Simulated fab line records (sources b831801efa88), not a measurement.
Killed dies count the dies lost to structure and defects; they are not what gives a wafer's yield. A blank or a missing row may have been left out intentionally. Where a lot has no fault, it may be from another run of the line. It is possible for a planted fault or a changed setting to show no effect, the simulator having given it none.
Matching of chambers ; flow gf180mcu ; GF_V3_ETCH_16 on rie_diel-01: 4 sister chambers
The step etches BARC in N2/H2. 8 wafers are shown with their chamber, then 10 later ones without.

## WAFERS, EACH WITH ITS CHAMBER
wafer;chamber;oes_product_au (a.u.);throttle_valve_pct (%)
L077.5;2;0.852;13.218
L081.2;2;0.860;13.217
L081.6;3;0.863;13.237
L086.1;1;0.846;13.247
L086.3;0;0.849;13.245
L086.6;1;0.857;13.218
L089.3;3;0.857;13.222
L089.4;0;0.849;13.243

## WAFERS MISSING THEIR CHAMBER
wafer;oes_product_au (a.u.);throttle_valve_pct (%)
L089.5;0.853;13.223
L090.1;0.861;13.227
L090.2;0.852;13.220
L090.3;0.847;13.224
L096.3;0.855;13.216
L096.4;0.854;13.214
L096.5;0.849;13.224
L097.2;0.850;13.217
L097.3;0.854;13.223
L097.5;0.859;13.223

## CHAMBER TAKEN BY EACH
wafer;from the rows above;in truth
L089.5;can't be placed: 2 or 1 or 3 or 0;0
L090.1;can't be placed: 3 or 2 or 1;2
L090.2;can't be placed: 2 or 1 or 3 or 0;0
L090.3;can't be placed: 1 or 0 or 2 or 3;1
L096.3;can't be placed: 2 or 3 or 1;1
L096.4;can't be placed: 2 or 1 or 3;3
L096.5;can't be placed: 1 or 2 or 0 or 3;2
L097.2;can't be placed: 2 or 1 or 3 or 0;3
L097.3;can't be placed: 2 or 1 or 3 or 0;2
L097.5;can't be placed: 3 or 2 or 1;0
0 of 10 placed correctly. Cannot be placed on the basis of these rows: 10; the candidates contain the true chamber in 9. Placed wrongly: 0.
How it was worked out, from the rows above alone: a wafer's distance from a chamber is the root of the sum, over the readings, of the square of ((its reading less the chamber's mean) divided by the reading's scatter). If the next closest chamber is less than 2 further off than the closest, the wafer can't be placed; otherwise it belongs to the closest. Each chamber's mean is taken over the wafers shown for it. The scatter: the root of (the sum of the squares of (reading less its chamber's mean) over the shown wafers, divided by (wafers less chambers)).
